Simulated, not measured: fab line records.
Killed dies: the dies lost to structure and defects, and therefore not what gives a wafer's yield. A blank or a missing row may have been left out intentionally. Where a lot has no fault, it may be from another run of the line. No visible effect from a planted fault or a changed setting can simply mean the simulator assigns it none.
fab line records + flow sky130
[record]
- lots = 7
- wafers = 21
- lastDay = 50
route steps=708 shown CAPM@554 METAL3@555
lots that met no fault: from a run of the same line without faults
startH: hours from the record's first day to the start of the lot's first wafer shown + waitH: hours elapsed since this lot's preceding step + " as in the row above + L1.1+2: a row that stands for several wafers + - no value, or no start was given + * or withheld: withheld + < > ~ a bound
route shown NAME@n: names a module that has steps shown in the file, with the first one's number in the route + usual: average and standard deviation across the fault-free wafers + same: alike in all rows + chamber/n: place in a boat + sites: each site's reading + _std_site: standard deviation of those values + _edge_site: mean of outer sites minus mean of inner sites + radiusMm: how far each site lies from the wafer's centre + mask NAME#n: copy n + behind: tool/chamber where the wafer was last shaped + hold: what put the lot on hold/how long, in hours/how the hold closed + device: transistor that didn't switch, given as n, p or np + end of line: tests run on the same wafers once the route is complete + a step without rows: its recipe alone + killed: at the first sort, the dies lost to defects and structure; wafer yield is something else + map: dies across one wafer; x = killed, . = not, _ = none there
set.NAME: the setting the step ran with; set.NAME@STEP: the setting that earlier step ran with + model.NAME: the simulator's own value behind a step, which no gauge read
certain route steps with their lots: each step a table, each wafer a row
services: from which hour (startH, from the record's first day; less than 0 if before it) a tool's chamber was out of use, for how many hours, and why
[[steps]]
[step SKY_CAPM_CLEAN_17]
[recipe]
- chemistry = O3/DIW
- dry = n2Spin
[step SKY_METAL3_DEHYDRATE_05]
[recipe]
- tempC = 200
- timeS = 60
[step SKY_METAL3_HMDS_06]
[recipe]
- primeTimeS = 60
- primeTempC = 120
[step SKY_METAL3_COAT_07]
[recipe]
- resist = BARC
- tempC = withheld
- timeS = withheld
- spinRpm = 3000
- resistThkNm = 60
[step SKY_METAL3_COAT_08]
[recipe]
- resist = KrF-thick
- spinRpm = 3000
- resistThkNm = 1140
[step SKY_METAL3_SOFTBAKE_09]
[recipe]
- tempC = 100
- timeS = 90
- resist = KrF-thick
[step SKY_METAL3_EXPOSE_10]
[recipe]
- maskId = MM3
- na = 0.68
- sourceShape = annular
- sigmaInner = 0.4
- sigmaOuter = 0.8
- targetCdNm = 300
- doseMj = 28
[step SKY_METAL3_PEB_11]
[recipe]
- pebTempC = withheld
- pebTimeS = withheld
- resist = KrF-thick
[step SKY_METAL3_DEVELOP_12]
[recipe]
- developTimeS = 60
- resist = KrF-thick
- devTempC = 21
[step SKY_METAL3_CD_MEAS_13]
[recipe]
- targetCdNm = 300
[usual]
- cdNm = 299.7/1.5
| lot.wafer | tool     | chamber | startH  | waitH | cdNm  |
|-----------|----------|---------|---------|-------|-------|
| L149.2    | cdSem-01 | -       | 915.85  | -     | 299.0 |
| L149.4    | "        | -       | "       | "     | 298.4 |
| L149.5    | "        | -       | "       | "     | 299.0 |
| L163.4    | cdSem-02 | -       | 1018.03 | -     | 299.8 |
| L163.5    | "        | -       | "       | "     | 299.7 |
| L163.6    | "        | -       | "       | "     | 300.6 |
| L164.3    | cdSem-01 | -       | 1031.88 | -     | 295.9 |
| L164.4    | "        | -       | "       | "     | 298.7 |
| L164.6    | "        | -       | "       | "     | 298.5 |
| L165.2    | cdSem-02 | -       | 1033.91 | -     | 299.5 |
| L165.3    | "        | -       | "       | "     | 299.5 |
| L165.4    | "        | -       | "       | "     | 298.4 |
| L166.1    | cdSem-02 | -       | 1037.07 | -     | 297.3 |
| L166.3    | "        | -       | "       | "     | 299.8 |
| L166.6    | "        | -       | "       | "     | 299.3 |
| L170.3    | cdSem-02 | -       | 1060.48 | -     | 297.5 |
| L170.5    | "        | -       | "       | "     | 297.0 |
| L170.6    | "        | -       | "       | "     | 297.0 |
| L171.1    | cdSem-02 | -       | 1064.58 | -     | 301.1 |
| L171.2    | "        | -       | "       | "     | 300.6 |
| L171.3    | "        | -       | "       | "     | 301.4 |
[step SKY_METAL3_OVL_MEAS_14]
[usual]
- METAL3_OVL = -2/6
| lot.wafer | tool       | chamber | startH  | waitH | METAL3_OVL[nm] |
|-----------|------------|---------|---------|-------|----------------|
| L149.2    | overlay-02 | -       | 915.96  | 0.1   | -8             |
| L149.4    | "          | -       | "       | "     | -10            |
| L149.5    | "          | -       | "       | "     | -1             |
| L163.4    | overlay-01 | -       | 1018.11 | 0.1   | 9              |
| L163.5    | "          | -       | "       | "     | -6             |
| L163.6    | "          | -       | "       | "     | 6              |
| L164.3    | overlay-01 | -       | 1031.97 | 0.1   | 0              |
| L164.4    | "          | -       | "       | "     | 2              |
| L164.6    | "          | -       | "       | "     | -1             |
| L165.2    | overlay-01 | -       | 1034.01 | 0.1   | 6              |
| L165.3    | "          | -       | "       | "     | 0              |
| L165.4    | "          | -       | "       | "     | 8              |
| L166.1    | overlay-02 | -       | 1037.19 | 0.1   | 6              |
| L166.3    | "          | -       | "       | "     | 3              |
| L166.6    | "          | -       | "       | "     | 3              |
| L170.3    | overlay-01 | -       | 1060.57 | 0.1   | -9             |
| L170.5    | "          | -       | "       | "     | -8             |
| L170.6    | "          | -       | "       | "     | -2             |
| L171.1    | overlay-02 | -       | 1064.70 | 0.1   | -11            |
| L171.2    | "          | -       | "       | "     | -8             |
| L171.3    | "          | -       | "       | "     | -11            |
[step SKY_METAL3_DESCUM_15]
[recipe]
- chemistry = O2
- sourcePowerW = 150
- biasPowerW = 0
- pressureMtorr = 10
- tempC = 40
- timeS = 8
[usual]
- drypumpMotorCurrentA = 5.7/0.61
- oesProductAu = 0.994/0.012
| lot.wafer | tool        | chamber | startH  | waitH | drypumpMotorCurrentA | oesProductAu | rfHoursCounterH |
|-----------|-------------|---------|---------|-------|----------------------|--------------|-----------------|
| L149.2    | rieMetal-02 | 0       | 916.00  | 0.0   | 4.8                  | 0.984        | -               |
| L149.4    | "           | 0       | "       | "     | 4.7                  | 0.996        | -               |
| L149.5    | "           | 0       | "       | "     | 4.7                  | 0.995        | -               |
| L163.4    | rieMetal-01 | 1       | 1018.14 | 0.0   | 5.6                  | 0.989        | -               |
| L163.5    | "           | 1       | "       | "     | 5.6                  | 0.989        | -               |
| L163.6    | "           | 0       | "       | "     | 6.5                  | 0.982        | -               |
| L164.3    | rieMetal-02 | 0       | 1032.00 | 0.0   | 4.7                  | 0.979        | -               |
| L164.4    | "           | 1       | "       | "     | 5.3                  | 0.990        | -               |
| L164.6    | "           | 0       | "       | "     | 4.8                  | 0.983        | -               |
| L165.2    | rieMetal-01 | 1       | 1034.04 | 0.0   | 5.6                  | 0.996        | 14              |
| L165.3    | "           | 0       | "       | "     | 6.5                  | 0.987        | -               |
| L165.4    | "           | 1       | "       | "     | 5.6                  | 1.000        | -               |
| L166.1    | rieMetal-04 | 1       | 1037.23 | 0.0   | 6.4                  | 0.995        | 18              |
| L166.3    | "           | 0       | "       | "     | 5.5                  | 1.026        | -               |
| L166.6    | "           | 1       | "       | "     | 6.4                  | 0.994        | -               |
| L170.3    | rieMetal-04 | 1       | 1060.60 | 0.0   | 6.3                  | 0.994        | -               |
| L170.5    | "           | 0       | "       | "     | 5.5                  | 1.019        | -               |
| L170.6    | "           | 1       | "       | "     | 6.4                  | 0.995        | -               |
| L171.1    | rieMetal-04 | 1       | 1064.74 | 0.0   | 6.3                  | 0.994        | 19              |
| L171.2    | "           | 0       | "       | "     | 5.5                  | 1.016        | 12              |
| L171.3    | "           | 0       | "       | "     | 5.5                  | 1.008        | -               |
[step SKY_METAL3_ETCH_16]
[recipe]
- chemistry = N2/H2
- target = BARC
- ionEnergyEv = 200
- biasW = 100
- pressureMtorr = 30
- n2FlowSccm = 100
- h2FlowSccm = 200
- icpW = 500
- stopOn = SiO2
- timeS = 88.2
- targetDepthA = 600
[usual]
- biasW = 100.0/0.3
- chamberPressureMTorr = 30.003/0.028
- drypumpMotorCurrentA = 5.7/0.61
- oesProductAu = 0.626/0.0042
- throttleValvePct = 13.205/0.0091
| lot.wafer | tool        | chamber | startH  | waitH | biasW | chamberPressureMTorr | drypumpMotorCurrentA | oesProductAu | rfHoursCounterH | throttleValvePct | model.KrF-thick_of_METAL3_COAT_08.thkNm |
|-----------|-------------|---------|---------|-------|-------|----------------------|----------------------|--------------|-----------------|------------------|-----------------------------------------|
| L149.2    | rieMetal-02 | 0       | 916.09  | 0.1   | 99.8  | 30.018               | 4.7                  | 0.626        | -               | 13.211           | 1072                                    |
| L149.4    | "           | 0       | "       | "     | 99.9  | 29.988               | 4.7                  | 0.628        | -               | 13.224           | 1076                                    |
| L149.5    | "           | 0       | "       | "     | 99.8  | 29.984               | 4.7                  | 0.633        | -               | 13.199           | 1074                                    |
| L163.4    | rieMetal-01 | 1       | 1018.19 | 0.0   | 99.7  | 29.986               | 5.6                  | 0.623        | -               | 13.204           | 1078                                    |
| L163.5    | "           | 1       | "       | "     | 100.5 | 29.964               | 5.6                  | 0.626        | -               | 13.198           | 1079                                    |
| L163.6    | "           | 0       | "       | "     | 100.4 | 29.956               | 6.5                  | 0.632        | -               | 13.203           | 1080                                    |
| L164.3    | rieMetal-02 | 0       | 1032.06 | 0.0   | -     | -                    | -                    | -            | -               | -                | 1130                                    |
| L164.4    | "           | 1       | "       | "     | -     | -                    | -                    | -            | -               | -                | 1130                                    |
| L164.6    | "           | 0       | "       | "     | -     | -                    | -                    | -            | -               | -                | 1128                                    |
| L165.2    | rieMetal-01 | 1       | 1034.07 | 0.0   | -     | -                    | -                    | -            | -               | -                | 1122                                    |
| L165.3    | "           | 0       | "       | "     | -     | -                    | -                    | -            | -               | -                | 1124                                    |
| L165.4    | "           | 1       | "       | "     | -     | -                    | -                    | -            | -               | -                | 1121                                    |
| L166.1    | rieMetal-04 | 1       | 1037.26 | 0.0   | -     | -                    | -                    | -            | -               | -                | 1129                                    |
| L166.3    | "           | 0       | "       | "     | -     | -                    | -                    | -            | -               | -                | 1132                                    |
| L166.6    | "           | 1       | "       | "     | -     | -                    | -                    | -            | -               | -                | 1135                                    |
| L170.3    | rieMetal-04 | 1       | 1060.66 | 0.0   | 100.0 | 30.008               | 6.3                  | 0.620        | -               | 13.198           | 1068                                    |
| L170.5    | "           | 0       | "       | "     | 100.3 | 30.003               | 5.5                  | 0.624        | -               | 13.211           | 1073                                    |
| L170.6    | "           | 1       | "       | "     | 99.8  | 30.000               | 6.4                  | 0.623        | -               | 13.190           | 1071                                    |
| L171.1    | rieMetal-04 | 1       | 1064.77 | 0.0   | 100.0 | 29.985               | 6.4                  | 0.620        | 19              | 13.207           | 1076                                    |
| L171.2    | "           | 0       | "       | "     | 99.7  | 30.019               | 5.5                  | 0.627        | 12              | 13.193           | 1073                                    |
| L171.3    | "           | 0       | "       | "     | 99.9  | 29.995               | 5.5                  | 0.625        | -               | 13.201           | 1074                                    |
[step SKY_METAL3_ETCH_17]
[recipe]
- target = SiO2
- stopOn = TiN
- chemistry = C4F8/O2/Ar
- sourceW = 1500
- biasW = 1200
- pressureMtorr = 40
- c4f8FlowSccm = withheld
- O2_flow_sccm = 6
- Ar_flow_sccm = 300
- timeS = 3.9
- targetDepthA = 150
[usual]
- biasW = 1200/3.3
- chamberPressureMTorr = 40.00/0.037
- oesProductAu = 0.756/0.0079
| lot.wafer | tool       | chamber | startH  | waitH | biasW | chamberPressureMTorr | oesProductAu |
|-----------|------------|---------|---------|-------|-------|----------------------|--------------|
| L149.2    | rieDiel-02 | 2       | 916.25  | 0.1   | 1198  | 40.08                | 0.749        |
| L149.4    | "          | 0       | "       | "     | 1202  | 40.05                | 0.770        |
| L149.5    | "          | 1       | "       | "     | 1200  | 39.99                | 0.761        |
| L163.4    | rieDiel-02 | 1       | 1018.26 | 0.0   | 1197  | 40.02                | 0.767        |
| L163.5    | "          | 0       | "       | "     | 1200  | 39.94                | 0.757        |
| L163.6    | "          | 1       | "       | "     | 1201  | 40.01                | 0.761        |
| L164.3    | rieDiel-01 | 0       | 1032.12 | 0.0   | 1202  | 39.97                | 0.375        |
| L164.4    | "          | 3       | "       | "     | 1201  | 39.96                | 0.388        |
| L164.6    | "          | 1       | "       | "     | 1200  | 40.04                | 0.366        |
| L165.2    | rieDiel-01 | 3       | 1034.17 | 0.1   | 1203  | 40.06                | 0.372        |
| L165.3    | "          | 1       | "       | "     | 1204  | 39.98                | 0.371        |
| L165.4    | "          | 2       | "       | "     | 1194  | 40.05                | 0.368        |
| L166.1    | rieDiel-03 | 0       | 1037.36 | 0.1   | 1200  | 40.01                | 0.379        |
| L166.3    | "          | 1       | "       | "     | 1203  | 40.02                | 0.373        |
| L166.6    | "          | 2       | "       | "     | 1197  | 39.95                | 0.376        |
| L170.3    | rieDiel-02 | 0       | 1060.72 | 0.0   | 1199  | 39.98                | 0.749        |
| L170.5    | "          | 3       | "       | "     | 1201  | 40.06                | 0.755        |
| L170.6    | "          | 2       | "       | "     | 1208  | 40.04                | 0.757        |
| L171.1    | rieDiel-01 | 2       | 1064.87 | 0.1   | 1201  | 40.05                | 0.758        |
| L171.2    | "          | 3       | "       | "     | 1194  | 39.98                | 0.745        |
| L171.3    | "          | 0       | "       | "     | 1200  | 39.94                | 0.752        |
[step SKY_METAL3_METAL_ETCH_18]
[recipe]
- targetDepthA = 8450
- stopOn = SiO2
- overEtchFrac = 0.3
- timeS = 183.1
- chemistry = Cl2/BCl3
- resistSidewallDeg = 88
- pressureMtorr = 10
- icpW = 900
- biasW = 48.5
- Cl2_flow_sccm = 60
- bcl3FlowSccm = 30
[usual]
- bcl3FlowSccm = 30.01/0.098
- biasW = 48.53/0.15
- drypumpMotorCurrentA = 5.6/0.61
- oesProductAu = 0.866/0.0056
- throttleValvePct = 22.263/0.0089
| lot.wafer | tool        | chamber | startH  | waitH | bcl3FlowSccm | biasW | drypumpMotorCurrentA | oesProductAu | rfHoursCounterH | throttleValvePct | model.KrF-thick_of_METAL3_COAT_08.thkNm |
|-----------|-------------|---------|---------|-------|--------------|-------|----------------------|--------------|-----------------|------------------|-----------------------------------------|
| L149.2    | rieMetal-04 | 1       | 916.27  | 0.0   | 30.06        | 48.50 | 6.4                  | 0.867        | 12              | 22.257           | 528                                     |
| L149.4    | "           | 0       | "       | "     | 29.94        | 48.27 | 5.5                  | 0.869        | -               | 22.258           | 518                                     |
| L149.5    | "           | 0       | "       | "     | 29.97        | 48.39 | 5.6                  | 0.866        | -               | 22.266           | 512.5                                   |
| L163.4    | rieMetal-02 | 0       | 1018.34 | 0.1   | 29.98        | 48.38 | 4.7                  | 0.864        | -               | 22.269           | 549.4                                   |
| L163.5    | "           | 0       | "       | "     | 30.01        | 48.57 | 4.7                  | 0.867        | -               | 22.261           | 547.8                                   |
| L163.6    | "           | 1       | "       | "     | 29.99        | 48.65 | 5.3                  | 0.860        | -               | 22.251           | 536.4                                   |
| L164.3    | rieMetal-01 | 1       | 1032.20 | 0.1   | 30.05        | 48.55 | 5.6                  | 0.378        | -               | 22.270           | 583.4                                   |
| L164.4    | "           | 0       | "       | "     | 29.91        | 48.58 | 6.5                  | 0.377        | -               | 22.265           | 583.9                                   |
| L164.6    | "           | 1       | "       | "     | 30.04        | 48.51 | 5.6                  | 0.372        | -               | 22.276           | 580                                     |
| L165.2    | rieMetal-04 | 0       | 1034.19 | 0.0   | 29.92        | 48.66 | 5.5                  | 0.375        | 10              | 22.265           | 551.6                                   |
| L165.3    | "           | 1       | "       | "     | 30.03        | 48.57 | 6.4                  | 0.381        | -               | 22.258           | 579.4                                   |
| L165.4    | "           | 0       | "       | "     | 29.96        | 48.73 | 5.5                  | 0.372        | -               | 22.264           | 556.5                                   |
| L166.1    | rieMetal-02 | 1       | 1037.38 | 0.0   | 30.05        | 48.79 | 5.3                  | 0.380        | 2               | 22.261           | 587.3                                   |
| L166.3    | "           | 1       | "       | "     | 30.07        | 48.74 | 5.3                  | 0.374        | -               | 22.260           | 591.6                                   |
| L166.6    | "           | 0       | "       | "     | 30.02        | 48.60 | 4.7                  | 0.358        | -               | 22.284           | 605.5                                   |
| L170.3    | rieMetal-01 | 1       | 1060.80 | 0.1   | 29.89        | 48.50 | 5.6                  | 0.861        | -               | 22.265           | 523.6                                   |
| L170.5    | "           | 1       | "       | "     | 29.90        | 48.75 | 5.6                  | 0.874        | -               | 22.255           | 524.9                                   |
| L170.6    | "           | 0       | "       | "     | 30.08        | 48.55 | 6.5                  | 0.860        | -               | 22.267           | 528.8                                   |
| L171.1    | rieMetal-02 | 1       | 1064.89 | 0.0   | 30.02        | 48.60 | 5.3                  | 0.869        | 6               | 22.285           | 532.3                                   |
| L171.2    | "           | 1       | "       | "     | 30.07        | 48.41 | 5.3                  | 0.864        | -               | 22.242           | 532.3                                   |
| L171.3    | "           | 1       | "       | "     | 29.96        | 48.32 | 5.3                  | 0.869        | -               | 22.271           | 526.7                                   |
[step SKY_METAL3_STRIP_19]
[recipe]
- chemistry = O2/N2
- powerW = 1400
- pressureMtorr = 1500
- platenTempC = withheld
- o2FlowSccm = 3000
- n2FlowSccm = 300
- overashFraction = 0.5
[usual]
- drypumpMotorCurrentA = 5.7/0.33
- oesProductAu = 0.504/0.0066
- stripTimeToEndpointS = 6.59/0.11
| lot.wafer | tool           | chamber | startH  | waitH | drypumpMotorCurrentA | oesProductAu | rfHoursCounterH | stripTimeToEndpointS |
|-----------|----------------|---------|---------|-------|----------------------|--------------|-----------------|----------------------|
| L149.2    | plasmaAsher-03 | 1       | 916.45  | 0.1   | 5.9                  | 0.490        | 46              | 6.53                 |
| L149.4    | "              | 0       | "       | "     | 5.4                  | 0.498        | -               | 6.44                 |
| L149.5    | "              | 1       | "       | "     | 5.8                  | 0.500        | -               | 6.39                 |
| L163.4    | plasmaAsher-01 | 0       | 1018.49 | 0.1   | 6.3                  | 0.517        | -               | 6.76                 |
| L163.5    | "              | 0       | "       | "     | 6.3                  | 0.508        | -               | 6.74                 |
| L163.6    | "              | 1       | "       | "     | 5.8                  | 0.511        | -               | 6.61                 |
| L164.3    | plasmaAsher-04 | 1       | 1032.35 | 0.1   | 5.3                  | 0.534        | -               | 7.10                 |
| L164.4    | "              | 0       | "       | "     | 5.7                  | 0.528        | -               | 7.09                 |
| L164.6    | "              | 0       | "       | "     | 5.7                  | 0.519        | -               | 7.05                 |
| L165.2    | plasmaAsher-04 | 0       | 1034.37 | 0.1   | 5.7                  | 0.507        | 93              | 6.76                 |
| L165.3    | "              | 1       | "       | "     | 5.3                  | 0.521        | -               | 7.07                 |
| L165.4    | "              | 0       | "       | "     | 5.7                  | 0.505        | -               | 6.82                 |
| L166.1    | plasmaAsher-01 | 1       | 1037.56 | 0.1   | 5.8                  | 0.523        | 121             | 7.14                 |
| L166.3    | "              | 0       | "       | "     | 6.3                  | 0.523        | -               | 7.17                 |
| L166.6    | "              | 0       | "       | "     | 6.3                  | 0.533        | -               | 7.33                 |
| L170.3    | plasmaAsher-04 | 1       | 1060.95 | 0.1   | 5.3                  | 0.497        | -               | 6.51                 |
| L170.5    | "              | 1       | "       | "     | 5.3                  | 0.499        | -               | 6.50                 |
| L170.6    | "              | 0       | "       | "     | 5.7                  | 0.496        | -               | 6.55                 |
| L171.1    | plasmaAsher-01 | 0       | 1065.24 | 0.3   | 6.3                  | 0.492        | 0               | 6.58                 |
| L171.2    | "              | 1       | "       | "     | 5.8                  | 0.509        | 0               | 6.58                 |
| L171.3    | "              | 1       | "       | "     | 5.8                  | 0.496        | -               | 6.53                 |
[step SKY_METAL3_STRIP_20]
[recipe]
- chemistry = postEtchResidueRemover
- timeS = 1200
- tempC = 72.5
[[services]]
| tool           | chamber | startH  | hours | kind   |
|----------------|---------|---------|-------|--------|
| rieMetal-02    | -       | 896.90  | 2.5   | repair |
| plasmaAsher-01 | -       | 905.11  | 3.0   | repair |
| rieMetal-02    | 1       | 906.05  | 13.9  | repair |
| rieDiel-01     | -       | 912.30  | 15.6  | pm     |
| rieDiel-02     | -       | 926.02  | 0.2   | repair |
| rieMetal-04    | 0       | 931.60  | 5.4   | repair |
| rieDiel-01     | 1       | 931.66  | 3.2   | repair |
| rieDiel-03     | 3       | 937.78  | 2.5   | repair |
| rieDiel-03     | 0       | 942.42  | 5.4   | repair |
| rieMetal-02    | 1       | 944.44  | 20.5  | repair |
| plasmaAsher-04 | -       | 955.20  | 2.1   | repair |
| rieMetal-01    | 0       | 962.19  | 2.8   | repair |
| rieMetal-02    | 1       | 964.90  | -     | clean  |
| rieDiel-02     | -       | 969.67  | 2.8   | pm     |
| rieMetal-01    | -       | 972.54  | 1.4   | repair |
| rieDiel-03     | 0       | 975.41  | 4.7   | repair |
| rieDiel-02     | 2       | 991.44  | 12.5  | repair |
| rieDiel-01     | -       | 992.18  | 2.8   | pm     |
| rieMetal-02    | -       | 997.25  | 2.8   | pm     |
| plasmaAsher-03 | -       | 1049.32 | 12.8  | repair |
| rieDiel-01     | 1       | 1050.78 | 21.2  | repair |
| plasmaAsher-01 | -       | 1055.31 | 9.0   | pm     |
| rieDiel-03     | -       | 1057.49 | 74.4  | repair |
| plasmaAsher-04 | -       | 1061.27 | 22.5  | repair |
[[key]]
[firstSign]
- step = SKY_METAL3_ETCH_16
- reading = toolRecord
- direction = missing
[effect]
- step = SKY_METAL3_ETCH_17
- reading = oesProductAu
- direction = down
- sigmas = 49
- usual = 0.756
- struck = 0.374
[effect]
- step = SKY_METAL3_METAL_ETCH_18
- reading = oesProductAu
- direction = down
- sigmas = 88
- usual = 0.866
- struck = 0.374
[effect]
- step = SKY_METAL3_STRIP_19
- reading = stripTimeToEndpointS
- direction = up
- sigmas = 4.4
- usual = *
- struck = *
[modelEffect]
- step = SKY_METAL3_ETCH_16
- value = KrF-thick_of_METAL3_COAT_08.thkNm
- without = 1078
- struck = 1128
[modelEffect]
- step = SKY_METAL3_METAL_ETCH_18
- value = KrF-thick_of_METAL3_COAT_08.thkNm
- without = 530.2
- struck = 579.9
metAt SKY_METAL3_ETCH_16
struckWafers L164.3,L164.4,L164.6,L165.2,L165.3,L165.4,L166.1,L166.3,L166.6
laterRowsLeftOut L164.3,L164.4,L164.6,L165.2,L165.3,L165.4,L166.1,L166.3,L166.6
sortLeftOut L164.3,L164.4,L164.6,L165.2,L165.3,L165.4,L166.1,L166.3,L166.6
testerLeftOut L164,L166
onsetBetween 1018.19 1032.06
[earlierFault]
- kind = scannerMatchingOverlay
- tool = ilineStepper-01
- chamber = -
- onsetH = 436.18
- steps = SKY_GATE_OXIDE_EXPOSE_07
- offset = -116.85
[earlierFault]
- kind = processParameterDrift
- tool = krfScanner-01
- chamber = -
- onsetH = 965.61
- steps = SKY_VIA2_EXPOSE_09
- channel = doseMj
- offset = 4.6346
- shape = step
- actsIn = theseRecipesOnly
- stated = 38
[fault]
- kind = skippedStepWhole
- tool = rieMetal-01,rieMetal-02,rieMetal-04
- chamber = -
- onsetH = 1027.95
- steps = SKY_METAL3_ETCH_16
- scope = struckLotsOnly
// testerLeftOut: of these lots the tester's yield and bins aren't shown, on N5 and GAA mostly nor the transistor test; their killed dies are dies lost to structure and defects alone, not to doping, threshold or leakage, so they don't give the yield
// sortLeftOut: the simulated sort isn't trusted on such a fault, so these wafers' sort isn't shown, and their yield isn't known
// laterRowsLeftOut: the simulator's readings of these wafers behind a module that went badly wrong aren't trusted and aren't shown, but for the sort
